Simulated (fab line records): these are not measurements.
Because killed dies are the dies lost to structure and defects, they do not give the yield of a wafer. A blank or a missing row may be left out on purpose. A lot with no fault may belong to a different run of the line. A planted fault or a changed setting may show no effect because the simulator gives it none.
A sampling plan put to the test | flow gf180mcu | one fab line, 42 faults that these records tell of, each judged on the records of the lots that it struck
Plan = the line's own looks (route steps where a gauge or an inspection reads the wafer without altering it). A look is open to judgement when struck wafers have a number at it and the file gives its usual mean and standard deviation on fault-free wafers. Caught: a look later than the fault's first step finds the struck wafers' mean 4 or more of those standard deviations (sigma) from the usual mean. On the tool: the test repeated on the tool's own readings taken at the fault's steps. Also counted as caught: the struck wafers showing another recipe, or a record that is empty for them alone.

THE FAULTS, as the simulator had put them in
1. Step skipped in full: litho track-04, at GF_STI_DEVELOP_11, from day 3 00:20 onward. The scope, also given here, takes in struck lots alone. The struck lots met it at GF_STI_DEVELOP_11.
2. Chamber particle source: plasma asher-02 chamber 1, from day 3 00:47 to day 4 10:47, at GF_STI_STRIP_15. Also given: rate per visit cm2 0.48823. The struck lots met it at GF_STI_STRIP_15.
3. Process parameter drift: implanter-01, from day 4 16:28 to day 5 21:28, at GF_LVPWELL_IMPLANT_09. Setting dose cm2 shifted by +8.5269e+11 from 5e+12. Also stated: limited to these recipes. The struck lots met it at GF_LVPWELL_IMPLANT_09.
4. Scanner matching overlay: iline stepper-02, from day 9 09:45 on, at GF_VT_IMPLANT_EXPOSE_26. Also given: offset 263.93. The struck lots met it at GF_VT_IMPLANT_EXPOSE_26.
5. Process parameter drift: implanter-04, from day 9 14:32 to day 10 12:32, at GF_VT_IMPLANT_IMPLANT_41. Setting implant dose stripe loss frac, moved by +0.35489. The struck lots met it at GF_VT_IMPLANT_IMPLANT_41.
6. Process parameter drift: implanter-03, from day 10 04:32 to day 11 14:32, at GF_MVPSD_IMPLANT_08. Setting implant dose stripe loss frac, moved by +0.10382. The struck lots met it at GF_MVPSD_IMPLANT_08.
7. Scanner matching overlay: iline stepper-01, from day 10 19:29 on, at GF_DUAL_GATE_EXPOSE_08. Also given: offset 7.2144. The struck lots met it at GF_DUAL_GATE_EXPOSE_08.
8. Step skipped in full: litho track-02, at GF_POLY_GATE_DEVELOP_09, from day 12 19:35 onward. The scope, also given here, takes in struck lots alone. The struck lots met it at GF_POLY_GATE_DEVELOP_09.
9. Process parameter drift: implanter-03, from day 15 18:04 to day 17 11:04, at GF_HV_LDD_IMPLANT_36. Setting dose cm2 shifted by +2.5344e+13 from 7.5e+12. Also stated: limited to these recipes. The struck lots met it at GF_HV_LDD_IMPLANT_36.
10. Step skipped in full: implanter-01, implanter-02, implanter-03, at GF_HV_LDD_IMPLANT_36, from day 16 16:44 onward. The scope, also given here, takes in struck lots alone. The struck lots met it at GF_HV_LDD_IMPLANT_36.
11. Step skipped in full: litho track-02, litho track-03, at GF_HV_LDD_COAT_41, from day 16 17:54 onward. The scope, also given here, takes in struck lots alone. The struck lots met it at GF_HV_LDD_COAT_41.
12. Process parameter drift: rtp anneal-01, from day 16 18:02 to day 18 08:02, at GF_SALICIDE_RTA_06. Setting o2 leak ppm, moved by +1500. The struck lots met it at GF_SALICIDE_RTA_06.
13. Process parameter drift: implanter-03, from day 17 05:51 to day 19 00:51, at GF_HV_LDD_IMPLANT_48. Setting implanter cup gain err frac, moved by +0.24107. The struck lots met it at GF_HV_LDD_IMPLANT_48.
14. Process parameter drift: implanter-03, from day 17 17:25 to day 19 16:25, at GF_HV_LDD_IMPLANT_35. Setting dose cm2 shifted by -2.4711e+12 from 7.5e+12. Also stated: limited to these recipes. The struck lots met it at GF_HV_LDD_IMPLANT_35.
15. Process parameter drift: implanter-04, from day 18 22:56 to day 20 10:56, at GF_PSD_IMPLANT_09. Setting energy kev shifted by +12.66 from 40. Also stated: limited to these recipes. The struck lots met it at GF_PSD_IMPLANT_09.
16. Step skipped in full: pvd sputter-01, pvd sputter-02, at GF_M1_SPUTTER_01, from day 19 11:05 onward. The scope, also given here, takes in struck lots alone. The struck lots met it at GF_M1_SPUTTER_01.
17. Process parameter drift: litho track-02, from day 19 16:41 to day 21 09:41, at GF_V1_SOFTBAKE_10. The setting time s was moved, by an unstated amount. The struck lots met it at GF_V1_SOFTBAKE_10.
18. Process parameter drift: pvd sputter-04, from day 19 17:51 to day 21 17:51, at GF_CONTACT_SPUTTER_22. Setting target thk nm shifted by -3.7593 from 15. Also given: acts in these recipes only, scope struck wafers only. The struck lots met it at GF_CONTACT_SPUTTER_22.
19. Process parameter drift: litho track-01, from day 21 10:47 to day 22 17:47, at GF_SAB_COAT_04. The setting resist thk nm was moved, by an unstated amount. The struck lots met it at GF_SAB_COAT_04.
20. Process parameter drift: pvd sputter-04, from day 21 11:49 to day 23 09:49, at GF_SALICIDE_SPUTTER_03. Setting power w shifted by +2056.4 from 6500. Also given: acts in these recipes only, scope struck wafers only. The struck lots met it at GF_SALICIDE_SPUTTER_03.
21. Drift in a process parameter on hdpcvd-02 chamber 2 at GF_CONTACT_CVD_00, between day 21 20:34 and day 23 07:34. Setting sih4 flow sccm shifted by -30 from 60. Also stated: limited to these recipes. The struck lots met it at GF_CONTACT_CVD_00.
22. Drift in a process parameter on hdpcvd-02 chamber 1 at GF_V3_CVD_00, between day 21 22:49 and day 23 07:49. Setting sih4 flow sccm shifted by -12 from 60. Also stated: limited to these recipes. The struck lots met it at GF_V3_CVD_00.
23. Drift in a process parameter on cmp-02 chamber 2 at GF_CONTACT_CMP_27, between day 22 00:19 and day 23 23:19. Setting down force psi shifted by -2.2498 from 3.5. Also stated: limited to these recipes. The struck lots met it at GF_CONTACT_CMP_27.
24. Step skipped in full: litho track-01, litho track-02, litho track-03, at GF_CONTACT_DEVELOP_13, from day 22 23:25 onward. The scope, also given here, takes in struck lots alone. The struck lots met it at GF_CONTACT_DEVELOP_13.
25. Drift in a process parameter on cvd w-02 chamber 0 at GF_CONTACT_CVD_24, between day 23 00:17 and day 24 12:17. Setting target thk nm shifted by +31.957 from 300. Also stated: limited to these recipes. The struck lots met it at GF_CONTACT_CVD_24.
26. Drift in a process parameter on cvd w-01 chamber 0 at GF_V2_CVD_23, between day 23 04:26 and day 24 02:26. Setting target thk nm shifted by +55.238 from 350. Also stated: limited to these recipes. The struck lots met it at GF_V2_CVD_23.
27. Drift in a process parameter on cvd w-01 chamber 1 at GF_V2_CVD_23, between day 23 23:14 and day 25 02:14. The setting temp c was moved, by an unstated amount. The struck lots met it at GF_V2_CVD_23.
28. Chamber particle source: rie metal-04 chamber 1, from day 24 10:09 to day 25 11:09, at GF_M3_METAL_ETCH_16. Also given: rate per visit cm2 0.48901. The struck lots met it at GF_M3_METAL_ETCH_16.
29. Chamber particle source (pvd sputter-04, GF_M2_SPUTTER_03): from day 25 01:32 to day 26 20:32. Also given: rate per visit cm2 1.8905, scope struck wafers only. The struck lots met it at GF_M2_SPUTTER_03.
30. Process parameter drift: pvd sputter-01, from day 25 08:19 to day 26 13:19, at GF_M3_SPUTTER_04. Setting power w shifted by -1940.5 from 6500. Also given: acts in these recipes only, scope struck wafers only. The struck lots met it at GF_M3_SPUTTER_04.
31. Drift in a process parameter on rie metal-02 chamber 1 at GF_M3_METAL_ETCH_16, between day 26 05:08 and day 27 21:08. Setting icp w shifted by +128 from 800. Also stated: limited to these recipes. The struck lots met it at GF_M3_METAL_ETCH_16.
32. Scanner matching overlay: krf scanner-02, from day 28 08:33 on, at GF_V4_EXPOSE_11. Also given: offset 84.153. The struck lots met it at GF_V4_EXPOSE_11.
33. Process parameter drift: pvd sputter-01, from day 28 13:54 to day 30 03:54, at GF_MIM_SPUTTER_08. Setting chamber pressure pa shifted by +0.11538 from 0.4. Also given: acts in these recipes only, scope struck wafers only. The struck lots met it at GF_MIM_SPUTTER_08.
34. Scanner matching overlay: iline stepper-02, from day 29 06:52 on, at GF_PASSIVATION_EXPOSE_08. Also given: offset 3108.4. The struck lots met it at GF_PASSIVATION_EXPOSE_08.
35. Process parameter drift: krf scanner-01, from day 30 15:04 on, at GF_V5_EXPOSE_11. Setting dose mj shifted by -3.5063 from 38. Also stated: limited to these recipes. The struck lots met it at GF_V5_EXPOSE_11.
36. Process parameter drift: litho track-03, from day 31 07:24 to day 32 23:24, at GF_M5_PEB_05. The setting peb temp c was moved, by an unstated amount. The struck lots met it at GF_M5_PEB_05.
37. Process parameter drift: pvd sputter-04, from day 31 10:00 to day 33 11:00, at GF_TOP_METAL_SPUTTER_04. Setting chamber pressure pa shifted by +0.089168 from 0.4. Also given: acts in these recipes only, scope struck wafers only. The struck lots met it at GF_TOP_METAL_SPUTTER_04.
38. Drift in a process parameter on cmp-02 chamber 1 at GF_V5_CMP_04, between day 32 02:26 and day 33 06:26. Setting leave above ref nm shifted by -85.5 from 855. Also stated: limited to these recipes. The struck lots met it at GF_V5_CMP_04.
39. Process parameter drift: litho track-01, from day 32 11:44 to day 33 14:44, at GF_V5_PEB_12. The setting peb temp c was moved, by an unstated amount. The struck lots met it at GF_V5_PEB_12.
40. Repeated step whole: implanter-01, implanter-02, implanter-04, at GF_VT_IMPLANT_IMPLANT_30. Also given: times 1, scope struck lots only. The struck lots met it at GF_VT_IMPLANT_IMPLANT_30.
41. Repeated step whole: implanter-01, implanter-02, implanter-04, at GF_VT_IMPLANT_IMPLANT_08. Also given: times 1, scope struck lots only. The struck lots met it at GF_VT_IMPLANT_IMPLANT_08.
42. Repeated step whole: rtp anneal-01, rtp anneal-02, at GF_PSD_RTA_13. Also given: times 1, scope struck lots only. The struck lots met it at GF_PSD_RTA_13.

WHAT THE PLAN SAW
fault | on the tool itself                               | first look that catches it                      | reading, sigma                                               | median hours from its first step to that look | hours from the fault's start to the first struck lot there | judged looks passed uncaught
1     | no reading that can be judged                    | no look after it can be judged                  | -                                                            | -                                             | -                                                          | 0
2     | under 2 sigma                                    | no look after it can be judged                  | -                                                            | -                                             | -                                                          | 0
3     | dose ions cm2 +99 or beyond sigma                | GF_VT_IMPLANT_RS_MEAS_48                        | LVPWELL_RS -11                                               | 94.2                                          | 95                                                         | 1
4     | no reading that can be judged                    | GF_VT_IMPLANT_OVL_MEAS_29                       | VT_IMPLANT_02_OVL +99 or beyond                              | 8.5                                           | 11                                                         | 0
5     | no reading that can be judged                    | none of the 2 looks that can be judged after it | strongest: VT_IMPLANT_4_TW at GF_VT_IMPLANT_TW_MEAS_43, -3.8 | -                                             | -                                                          | 2
6     | under 2 sigma                                    | none of the 3 looks that can be judged after it | strongest: MVPSD_RS at GF_VT_IMPLANT_RS_MEAS_49, +2.2        | -                                             | -                                                          | 3
7     | no reading that can be judged                    | GF_DUAL_GATE_OVL_MEAS_11                        | DUAL_GATE_OVL +5.7                                           | 9.4                                           | 16                                                         | 0
8     | no reading that can be judged                    | no look after it can be judged                  | -                                                            | -                                             | -                                                          | 0
9     | dose ions cm2 +99 or beyond sigma                | GF_HV_LDD_TW_MEAS_38                            | HV_LDD_3_TW +46                                              | 0.2                                           | 10                                                         | 0
10    | the tool's record is blank for the struck wafers | GF_HV_LDD_TW_MEAS_38                            | HV_LDD_3_TW -18                                              | 0.2                                           | 7                                                          | 0
11    | the tool's record is blank for the struck wafers | no look after it can be judged                  | -                                                            | -                                             | -                                                          | 0
12    | chamber o2 ppm +99 or beyond sigma               | no look after it can be judged                  | -                                                            | -                                             | -                                                          | 0
13    | faraday current uA +11 sigma                     | GF_HV_LDD_TW_MEAS_50                            | HV_LDD_4_TW -13                                              | 0.2                                           | 4                                                          | 0
14    | dose ions cm2 -99 or beyond sigma                | GF_HV_LDD_TW_MEAS_38                            | HV_LDD_3_TW -5.8                                             | 0.4                                           | 17                                                         | 0
15    | beam energy keV +99 or beyond sigma              | GF_PSD_TW_MEAS_11                               | PSD_TW +15                                                   | 0.2                                           | 8                                                          | 0
16    | the tool's record is blank for the struck wafers | not the one look that can be judged after it    | -                                                            | -                                             | -                                                          | 1
17    | heater power total W +99 or beyond sigma         | GF_V1_CD_MEAS_14                                | cd nm -4.1                                                   | 12.4                                          | 26                                                         | 0
18    | under 2 sigma                                    | no look after it can be judged                  | -                                                            | -                                             | -                                                          | 0
19    | under 2 sigma                                    | not the one look that can be judged after it    | strongest: cd nm at GF_SAB_CD_MEAS_09, +3.6                  | -                                             | -                                                          | 1
20    | cathode dc power W +99 or beyond sigma           | GF_SALICIDE_RS_MEAS_04                          | SALICIDE_TIN_RS -6.5                                         | 0.1                                           | 9                                                          | 0
21    | sih4 flow sccm -99 or beyond sigma               | GF_CONTACT_THK_MEAS_01                          | CONTACT_CVD_00_THK -44                                       | 0.0                                           | 15                                                         | 0
22    | sih4 flow sccm -61 sigma                         | GF_V3_THK_MEAS_01                               | V3_CVD_00_THK -20                                            | 0.1                                           | 2                                                          | 0
23    | overpolish run s -99 or beyond sigma             | no look after it can be judged                  | -                                                            | -                                             | -                                                          | 0
24    | no reading that can be judged                    | no look after it can be judged                  | -                                                            | -                                             | -                                                          | 0
25    | under 2 sigma                                    | GF_CONTACT_RS_MEAS_25                           | CONTACT_W_RS -5.9                                            | 0.1                                           | 2                                                          | 0
26    | under 2 sigma                                    | GF_V2_RS_MEAS_24                                | V2_W_RS -13                                                  | 0.1                                           | 6                                                          | 0
27    | susceptor temp C -68 sigma                       | GF_V2_RS_MEAS_24                                | V2_W_RS +31                                                  | 0.1                                           | 3                                                          | 0
28    | under 2 sigma                                    | not the one look that can be judged after it    | -                                                            | -                                             | -                                                          | 1
29    | under 2 sigma                                    | none of the 3 looks that can be judged after it | -                                                            | -                                             | -                                                          | 3
30    | cathode dc power W -99 or beyond sigma           | none of the 7 looks that can be judged after it | -                                                            | -                                             | -                                                          | 7
31    | rf fwd power W +50 sigma                         | not the one look that can be judged after it    | -                                                            | -                                             | -                                                          | 1
32    | no reading that can be judged                    | GF_V4_OVL_MEAS_15                               | V4_OVL +15                                                   | 9.3                                           | 14                                                         | 0
33    | chamber pressure pa +99 or beyond sigma          | GF_MIM_RS_MEAS_10                               | MIM_ALCU_RS +4.8                                             | 0.1                                           | 11                                                         | 0
34    | under 2 sigma                                    | no look after it can be judged                  | -                                                            | -                                             | -                                                          | 0
35    | exposure dose mJ cm2 -68 sigma                   | GF_V5_CD_MEAS_14                                | cd nm -9.8                                                   | 8.7                                           | 10                                                         | 0
36    | heater power total W +54 sigma                   | GF_M5_CD_MEAS_07                                | cd nm -8.6                                                   | 0.3                                           | 2                                                          | 0
37    | chamber pressure pa +99 or beyond sigma          | none of the 4 looks that can be judged after it | -                                                            | -                                             | -                                                          | 4
38    | under 2 sigma                                    | no look after it can be judged                  | -                                                            | -                                             | -                                                          | 0
39    | heater power total W +11 sigma                   | not the one look that can be judged after it    | strongest: cd nm at GF_V5_CD_MEAS_14, +2.6                   | -                                             | -                                                          | 1
40    | under 2 sigma                                    | GF_VT_IMPLANT_TW_MEAS_32                        | VT_IMPLANT_3_TW +44                                          | 0.6                                           | -                                                          | 0
41    | under 2 sigma                                    | GF_VT_IMPLANT_TW_MEAS_10                        | VT_IMPLANT_TW +45                                            | 0.6                                           | -                                                          | 0
42    | under 2 sigma                                    | not the one look that can be judged after it    | -                                                            | -                                             | -                                                          | 1
Dash: fault not caught, or number not given in these records.

Caught at a look: 21 of 42. Caught on the tool: 22 of 42. By one or the other: 29 of 42.
On the tool alone, faults 11, 12, 16, 23, 30, 31, 37, 39 were caught.
Caught at a look alone: faults 4, 7, 25, 26, 32, 40, 41.
Caught by neither: faults 1, 2, 5, 6, 8, 18, 19, 24, 28, 29, 34, 38, 42.

THINNER SAMPLING
If the look that catches a fault measured only every second or every third lot, by lot number, the first struck lot would be measured this late in the worst case:
fault | struck lots at that look, in order of time | every lot | every second lot | every third lot
3     | L747, L749                                 | 95 h      | may miss all 2   | may miss all 2
4     | L626, L627, L629, L630                     | 11 h      | 16 h             | may miss all 4
7     | L956, L957                                 | 16 h      | 22 h             | may miss all 2
9     | L163, L166                                 | 10 h      | 31 h             | may miss all 2
10    | L178, L179, L180                           | 7 h       | 8 h              | 23 h
13    | L908, L911                                 | 4 h       | 34 h             | may miss all 2
14    | L130, L131                                 | 17 h      | 28 h             | may miss all 2
15    | L619, L620                                 | 8 h       | 16 h             | may miss all 2
17    | L715, L716                                 | 26 h      | 39 h             | may miss all 2
20    | L482                                       | 9 h       | may miss it      | may miss it
21    | L608, L609                                 | 15 h      | 21 h             | may miss all 2
22    | L258, L261                                 | 2 h       | 30 h             | may miss all 2
25    | L617, L620                                 | 2 h       | 26 h             | may miss all 2
26    | L594, L595, L596                           | 6 h       | 16 h             | 22 h
27    | L876, L878                                 | 3 h       | may miss all 2   | may miss all 2
32    | L646, L651                                 | 14 h      | 51 h             | may miss all 2
33    | L510, L511                                 | 11 h      | 17 h             | may miss all 2
35    | L375, L379                                 | 10 h      | may miss all 2   | may miss all 2
36    | L797, L798, L800                           | 2 h       | 17 h             | may miss all 3
Hours are from the fault's start to the first struck lot that is measured. 4 sigma limit: tested on the pooled struck wafers, so a lone lot may be under it. Other struck lots may not be in these records.

THE LONGEST TIMED WAY FROM STEP TO LOOK
Fault 3: the median time between GF_LVPWELL_IMPLANT_09 and GF_VT_IMPLANT_RS_MEAS_48 is 94.2 hours. The look between them that can be judged stayed within 4 sigma: GF_VT_IMPLANT_OVL_MEAS_07.
